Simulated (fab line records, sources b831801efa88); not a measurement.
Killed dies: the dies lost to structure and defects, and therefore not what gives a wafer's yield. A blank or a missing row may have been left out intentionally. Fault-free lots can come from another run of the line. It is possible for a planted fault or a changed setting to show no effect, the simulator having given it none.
Which tool is to blame? | flow sky130 | 13 lots, 39 wafers sampled, at 3 steps of a route of 708

WHAT EACH GAUGE READ, for each wafer
SKY_POLY_CUT_OVL_MEAS_09. Usual: for POLY_CUT_OVL the level is 0 nm and the standard deviation is 6.9.
lot  | measured     | on         | POLY_CUT_OVL (nm) | flag
L823 | day 25 22:49 | overlay-02 | -5 -5 -10         |
L824 | day 26 19:32 | overlay-01 | 3 1 -7            |
L825 | day 27 02:16 | overlay-01 | 7 -3 1            |
L827 | day 27 12:43 | overlay-02 | 6 -10 5           |
L828 | day 28 04:58 | overlay-02 | 14 -4 14          |
L831 | day 28 16:58 | overlay-02 | -6 -1 2           |
L832 | day 29 03:38 | overlay-02 | 12 5 3            |
L833 | day 29 12:16 | overlay-01 | -5 9 -14          |
L835 | day 29 16:10 | overlay-01 | -1 1 9            |
L836 | day 30 06:07 | overlay-01 | -2 -10 -11        |
L840 | day 31 06:23 | overlay-01 | -12 8 1           |
L841 | day 31 11:58 | overlay-01 | 0 5 -8            |
L843 | day 32 06:35 | overlay-01 | -2 -8 8           |

SKY_LI_CONTACT_CD_MEAS_12: target cd 170 nm. Usual: cd_nm 170.3 nm, standard deviation 1.6.
lot  | measured     | on        | cd_nm (nm)        | flag
L823 | day 30 21:41 | cd_sem-01 | 169.4 168.5 168.2 |
L824 | day 31 15:58 | cd_sem-02 | 169.5 169.2 168.4 |
L825 | day 31 22:59 | cd_sem-01 | 170.8 172.0 170.0 |
L827 | day 32 08:02 | cd_sem-02 | 168.3 168.8 168.9 |
L828 | day 33 00:19 | cd_sem-01 | 169.3 169.2 169.1 |
L831 | day 33 11:26 | cd_sem-01 | 173.7 174.1 173.1 |
L832 | day 33 21:42 | cd_sem-02 | 169.4 168.4 168.8 |
L833 | day 34 07:04 | cd_sem-02 | 171.2 173.6 173.5 |
L835 | day 34 08:40 | cd_sem-02 | 170.1 169.8 169.4 |
L836 | day 34 21:41 | cd_sem-02 | 170.5 169.8 171.0 |
L840 | day 35 21:13 | cd_sem-02 | 169.8 169.7 169.1 |
L841 | day 36 02:53 | cd_sem-01 | 172.3 170.7 171.7 |
L843 | day 36 22:05 | cd_sem-01 | 169.9 169.3 171.5 |

TOOL THAT RAN EACH LOT (tool first, then ch and the chambers of the sampled wafers, then the start)
lot  | SKY_SD_N_DEVELOP_06
L823 | litho_track-03 ch 0, day 29 13:38
L824 | litho_track-03 ch 0, day 30 09:47
L825 | litho_track-01 ch 0, day 30 16:32
L827 | litho_track-01 ch 0, day 31 02:26
L828 | litho_track-03 ch 0, day 31 17:50
L831 | litho_track-04 ch 0, day 32 06:38
L832 | litho_track-03 ch 0, day 32 16:04
L833 | litho_track-03 ch 0, day 33 02:28
L835 | litho_track-01 ch 0, day 33 04:17
L836 | litho_track-03 ch 0, day 33 16:49
L840 | litho_track-03 ch 0, day 34 17:25
L841 | litho_track-01 ch 0, day 34 21:35
L843 | litho_track-04 ch 0, day 35 16:19
- SKY_SD_N_DEVELOP_06: develop time 60 s.

WHAT THE TOOLS THEMSELVES READ (means of the sampled wafers that have a number; where no wafer has one, the mark that the record gives instead)
SKY_SD_N_DEVELOP_06. Usual: developer_temp_C 23.01 C, standard deviation 0.11.
lot  | tool           | developer_temp_C (C) | flag
L823 | litho_track-03 | 22.81                |
L824 | litho_track-03 | 23.13                |
L825 | litho_track-01 | 22.80                |
L827 | litho_track-01 | 23.17                |
L828 | litho_track-03 | 22.98                |
L831 | litho_track-04 | 23.10                |
L832 | litho_track-03 | 22.99                |
L833 | litho_track-03 | 22.05                | OFF
L835 | litho_track-01 | 22.98                |
L836 | litho_track-03 | 22.10                | OFF
L840 | litho_track-03 | 22.14                | OFF
L841 | litho_track-01 | 23.06                |
L843 | litho_track-04 | 22.97                |

THE ANSWER, worked out from the rows above alone
Rule: lot off if the mean of its wafers having a number is beyond 3 standard deviations from the usual mean. Also off: a lot with no number at a reading for which 4 or more lots have one. All remaining lots with rows at the step are treated as sound. First the gauges in route order, then the tools' own readings, where a lot's mean is used as printed above. At the first step where some lot is off, the reading lying furthest off is the one used; lots without a number count as furthest.
Off: L833, L836, L840, at SKY_SD_N_DEVELOP_06 (developer_temp_C).
A tool fits if, at that step or a process step before it, it ran every lot that is off, and no sound lot after the first of them. One candidate fits, namely litho_track-03 at SKY_SD_N_DEVELOP_06. A fault onset in the window from L832 (day 32 16:04, its last sound lot) to L833 (day 33 02:28, its first lot off) fits.
The tool's own readings at SKY_SD_N_DEVELOP_06 bear it out: on the lots that are off they differ by more than 5 times the standard deviation of the sound lots' means. developer_temp_C reads 22.10 C there against 23.00 C on the sound lots.

WHAT HAD BEEN PUT IN BY THE SIMULATOR
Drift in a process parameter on litho_track-03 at SKY_SD_N_DEVELOP_06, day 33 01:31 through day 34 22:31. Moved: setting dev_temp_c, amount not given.
Shown lots that were struck: L833, L836, L840. This agrees with what the rule above found.
